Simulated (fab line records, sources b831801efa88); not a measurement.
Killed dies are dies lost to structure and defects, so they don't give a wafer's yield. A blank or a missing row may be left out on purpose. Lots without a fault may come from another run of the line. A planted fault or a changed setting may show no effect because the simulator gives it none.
Which tool did it? | flow gf180mcu | 12 lots, 36 wafers sampled, at 3 steps of a route of 602

WHAT THE GAUGES READ, wafer by wafer
GF_MIM_RS_MEAS_10: measures by four-point-probe.
lot  | measured     | on            | MIM_ALCU_RS (ohm/sq)
L627 | day 24 10:31 | film_metro-03 | 0.1601 0.1596 0.1592
L630 | day 25 18:19 | film_metro-04 | 0.1585 0.1580 0.1575
L633 | day 27 04:35 | film_metro-01 | 0.1554 0.1557 0.1556
L636 | day 28 11:05 | film_metro-04 | 0.1593 0.1574 0.1583
L637 | day 28 19:41 | film_metro-03 | 0.1578 0.1553 0.1567
L639 | day 28 21:38 | film_metro-01 | 0.1600 0.1601 0.1603
L638 | day 29 01:01 | film_metro-04 | 0.1582 0.1586 0.1580
L641 | day 29 14:15 | film_metro-04 | 0.1605 0.1587 0.1570
L644 | day 30 05:03 | film_metro-01 | 0.1553 0.1546 0.1550
L645 | day 30 15:05 | film_metro-01 | 0.1574 0.1590 0.1560
L648 | day 31 03:29 | film_metro-03 | 0.1578 0.1581 0.1578
L649 | day 31 09:08 | film_metro-03 | 0.1584 0.1577 0.1578

WHICH TOOL RAN EACH LOT (tool, then ch and the chambers of the sampled wafers, then the start)
lot  | GF_V4_SPUTTER_21             | GF_MIM_SPUTTER_01
L627 | pvd_sputter-03, day 24 09:25 | pvd_sputter-02, day 24 10:12
L630 | pvd_sputter-04, day 25 17:11 | pvd_sputter-02, day 25 17:59
L633 | pvd_sputter-04, day 27 03:28 | pvd_sputter-02, day 27 04:15
L636 | pvd_sputter-03, day 28 09:58 | pvd_sputter-04, day 28 10:46
L637 | pvd_sputter-01, day 28 18:35 | pvd_sputter-02, day 28 19:22
L639 | pvd_sputter-03, day 28 20:28 | pvd_sputter-01, day 28 21:19
L638 | pvd_sputter-04, day 28 23:53 | pvd_sputter-01, day 29 00:41
L641 | pvd_sputter-03, day 29 13:09 | pvd_sputter-01, day 29 13:56
L644 | pvd_sputter-04, day 30 03:57 | pvd_sputter-02, day 30 04:44
L645 | pvd_sputter-01, day 30 13:58 | pvd_sputter-04, day 30 14:46
L648 | pvd_sputter-01, day 31 02:22 | pvd_sputter-04, day 31 03:09
L649 | pvd_sputter-04, day 31 08:00 | pvd_sputter-04, day 31 08:47
- GF_V4_SPUTTER_21: material Ti, target thk 15 nm, time 80.02 s.
- GF_MIM_SPUTTER_01: material TiN, target thk 30 nm, time 25 s.

WHAT THE TOOLS THEMSELVES READ (means of the sampled wafers that have a number; where no wafer has one, the mark that the record gives instead)
GF_V4_SPUTTER_21.
lot  | tool           | throttle_valve_pct (%)
L627 | pvd_sputter-03 | 29.6
L630 | pvd_sputter-04 | 30.1
L633 | pvd_sputter-04 | 30.5
L636 | pvd_sputter-03 | 29.5
L637 | pvd_sputter-01 | 30.6
L639 | pvd_sputter-03 | 29.2
L638 | pvd_sputter-04 | 29.7
L641 | pvd_sputter-03 | 29.5
L644 | pvd_sputter-04 | 30.2
L645 | pvd_sputter-01 | 30.4
L648 | pvd_sputter-01 | 30.1
L649 | pvd_sputter-04 | 29.5

GF_MIM_SPUTTER_01.
lot  | tool           | throttle_valve_pct (%)
L627 | pvd_sputter-02 | 29.5
L630 | pvd_sputter-02 | 30.2
L633 | pvd_sputter-02 | 29.5
L636 | pvd_sputter-04 | 29.9
L637 | pvd_sputter-02 | 29.6
L639 | pvd_sputter-01 | 30.7
L638 | pvd_sputter-01 | 29.8
L641 | pvd_sputter-01 | 29.5
L644 | pvd_sputter-02 | 30.0
L645 | pvd_sputter-04 | 29.6
L648 | pvd_sputter-04 | 29.8
L649 | pvd_sputter-04 | 29.5

THE ANSWER, worked out from the rows above alone
Rule: what is usual is taken from the lots themselves. Put in order of their means at a reading, lots are off if they are a third of the lots or fewer, leave a main group of 4 or more, and stand apart from it by a gap of 3 or more times the standard deviation of the main group's means; of several such gaps the widest counts. A main group whose means are all the same, to the digits that the tables above print for the reading, isn't used. A lot without any number at a reading at which 4 lots or more have one is off too. The other lots that the step has rows for count as sound. The gauges are gone through in route order, then the tools' own readings, and for those a lot's mean is taken as printed above. The first step at which some lot is off is used, and at that step the reading that is off furthest; a lot without a number counts as furthest.
No lot is off at any reading shown: from this, nothing can be told.

WHAT THE SIMULATOR HAD PUT IN
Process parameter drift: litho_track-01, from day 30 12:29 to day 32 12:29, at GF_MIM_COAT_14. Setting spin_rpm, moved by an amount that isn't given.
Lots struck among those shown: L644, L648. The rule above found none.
